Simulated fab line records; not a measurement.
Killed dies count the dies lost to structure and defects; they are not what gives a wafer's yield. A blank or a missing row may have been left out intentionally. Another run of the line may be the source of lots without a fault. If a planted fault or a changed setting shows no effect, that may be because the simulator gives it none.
What tool caused it? | flow gf180mcu | 24 lots with 72 wafers sampled at 3 steps, on a route of 602 steps

== WHAT THE GAUGES READ, wafer by wafer ==
GF_STI_THK_MEAS_22.
lot  | measured    | on            | STI_OXIDATION_01_THK (nm)
L074 | day 2 02:38 | film_metro-04 | 15.04 15.15 15.02
L075 | day 2 08:38 | film_metro-01 | 14.94 14.96 14.95
L076 | day 2 14:39 | film_metro-03 | 14.67 14.79 14.82
L077 | day 2 18:57 | film_metro-03 | 15.43 15.07 15.03
L078 | day 3 00:54 | film_metro-03 | 14.71 14.86 14.88
L079 | day 3 04:35 | film_metro-03 | 14.48 14.49 14.39
L080 | day 4 03:37 | film_metro-01 | 14.69 15.02 14.99
L081 | day 4 05:33 | film_metro-01 | 14.55 14.76 14.41
L083 | day 4 08:07 | film_metro-01 | 15.03 15.07 15.12
L082 | day 4 08:08 | film_metro-03 | 14.97 15.07 14.86
L085 | day 4 08:11 | film_metro-01 | 14.93 15.26 15.26
L084 | day 4 08:11 | film_metro-03 | 14.92 15.11 15.33
L086 | day 4 12:14 | film_metro-04 | 14.73 14.55 14.97
L087 | day 4 20:38 | film_metro-01 | 15.03 14.91 14.89
L088 | day 5 06:38 | film_metro-01 | 15.34 15.20 15.30
L089 | day 5 09:50 | film_metro-03 | 14.88 15.25 14.99
L090 | day 5 13:27 | film_metro-03 | 15.31 15.37 15.31
L091 | day 5 19:00 | film_metro-03 | 15.06 15.22 14.97
L092 | day 6 00:39 | film_metro-03 | 14.71 14.58 14.96
L093 | day 6 05:50 | film_metro-03 | 14.85 15.07 14.92
L094 | day 6 09:47 | film_metro-04 | 15.21 15.22 15.10
L095 | day 6 15:35 | film_metro-04 | 14.91 15.11 15.15
L096 | day 7 01:00 | film_metro-01 | 14.92 14.84 14.95
L097 | day 7 03:23 | film_metro-01 | 15.05 14.96 15.03

GF_V1_OVL_MEAS_15.
lot  | measured     | on         | V1_OVL (nm)
L074 | day 17 05:55 | overlay-01 | -5 -9 -7
L075 | day 17 11:10 | overlay-02 | 1 -5 -3
L076 | day 18 08:46 | overlay-02 | -1 0 -6
L077 | day 18 10:27 | overlay-01 | -5 -2 -8
L078 | day 18 16:40 | overlay-01 | 0 -1 0
L079 | day 19 03:16 | overlay-01 | -6 -7 0
L080 | day 21 22:31 | overlay-01 | 5 6 -6
L081 | day 22 02:26 | overlay-02 | -4 -1 -6
L083 | day 22 08:33 | overlay-01 | 5 -5 2
L082 | day 22 04:51 | overlay-02 | -12 -6 -6
L085 | day 22 10:48 | overlay-01 | -7 -2 -7
L084 | day 22 05:51 | overlay-02 | 7 -5 5
L086 | day 22 12:12 | overlay-01 | 4 3 0
L087 | day 23 01:12 | overlay-02 | -2 1 -2
L088 | day 23 21:24 | overlay-01 | -4 -8 -3
L089 | day 24 00:13 | overlay-02 | -12 -5 -5
L090 | day 24 05:27 | overlay-01 | 0 1 -1
L091 | day 24 16:59 | overlay-02 | -5 -5 -6
L092 | day 25 02:56 | overlay-02 | -9 -9 -2
L093 | day 25 19:23 | overlay-02 | -7 -17 -2
L094 | day 25 17:42 | overlay-02 | -3 -4 -3
L095 | day 26 02:50 | overlay-02 | 6 -3 5
L096 | day 26 14:22 | overlay-02 | -5 -12 -7
L097 | day 26 13:14 | overlay-01 | 7 6 1

== WHICH TOOL RAN EACH LOT (tool, then ch and the chambers of the sampled wafers, then the start) ==
lot  | GF_CONTACT_CVD_02
L074 | pecvd-03 ch 0,1,2, day 14 09:20
L075 | pecvd-03 ch 0,1,2, day 14 14:53
L076 | pecvd-02 ch 0,2, day 15 09:04
L077 | pecvd-03 ch 0,1, day 15 10:19
L078 | pecvd-01 ch 0,1, day 15 16:58
L079 | pecvd-01 ch 0,1,2, day 16 00:41
L080 | pecvd-03 ch 0,1, day 18 17:31
L081 | pecvd-03 ch 1,2, day 18 21:59
L083 | pecvd-02 ch 0,1, day 19 05:03
L082 | pecvd-02 ch 0,1, day 19 00:40
L085 | pecvd-02 ch 0,1,2, day 19 07:04
L084 | pecvd-01 ch 0,1,2, day 19 00:50
L086 | pecvd-01 ch 0,2, day 19 08:01
L087 | pecvd-02 ch 0,2, day 19 22:38
L088 | pecvd-02 ch 1,2, day 20 20:40
L089 | pecvd-02 ch 0,1,2, day 20 22:28
L090 | pecvd-01 ch 0,2, day 21 05:05
L091 | pecvd-02 ch 0,1,2, day 21 17:23
L092 | pecvd-02 ch 0,1,2, day 22 04:45
L093 | pecvd-02 ch 0,1, day 22 22:52
L094 | pecvd-01 ch 0,2, day 22 21:47
L095 | pecvd-01 ch 0,2, day 23 06:37
L096 | pecvd-01 ch 0,1, day 23 20:08
L097 | pecvd-03 ch 0,1, day 23 19:37
- GF_CONTACT_CVD_02: deposits SiO2 from TEOS, target thk 860 nm, time 95.992 s.

== WHAT THE TOOLS THEMSELVES READ (means of the sampled wafers that have a number; where no wafer has one, the mark that the record gives instead) ==
GF_CONTACT_CVD_02.
lot  | tool     | heater_power_w (W)
L074 | pecvd-03 | 720
L075 | pecvd-03 | 770
L076 | pecvd-02 | 616
L077 | pecvd-03 | 748
L078 | pecvd-01 | 562
L079 | pecvd-01 | 602
L080 | pecvd-03 | 706
L081 | pecvd-03 | 692
L083 | pecvd-02 | 767
L082 | pecvd-02 | 810
L085 | pecvd-02 | 639
L084 | pecvd-01 | 644
L086 | pecvd-01 | 749
L087 | pecvd-02 | 616
L088 | pecvd-02 | 600
L089 | pecvd-02 | 675
L090 | pecvd-01 | 627
L091 | pecvd-02 | 716
L092 | pecvd-02 | 733
L093 | pecvd-02 | 782
L094 | pecvd-01 | 623
L095 | pecvd-01 | 716
L096 | pecvd-01 | 548
L097 | pecvd-03 | 708

== THE ANSWER, worked out from the rows above alone ==
Rule: usual is defined by the lots themselves. The widest of any qualifying gaps counts: lots, ordered by their means at a reading, are off when they make up no more than a third of the lots, leave a main group of 4 or more, and stand apart from it by 3 or more times the standard deviation of that group's means. A main group is skipped when, at the precision printed for the reading in the tables above, its means are all equal. A lot without any number at a reading at which 4 lots or more have one is off too. Any other lot the step has rows for is counted as sound. The gauges are gone through in route order, then the tools' own readings, and for those a lot's mean is taken as printed above. At the first step where some lot is off, the reading lying furthest off is the one used; lots without a number count as furthest.
None of the lots is off at any reading shown; this tells nothing.

== WHAT HAD BEEN PUT IN BY THE SIMULATOR ==
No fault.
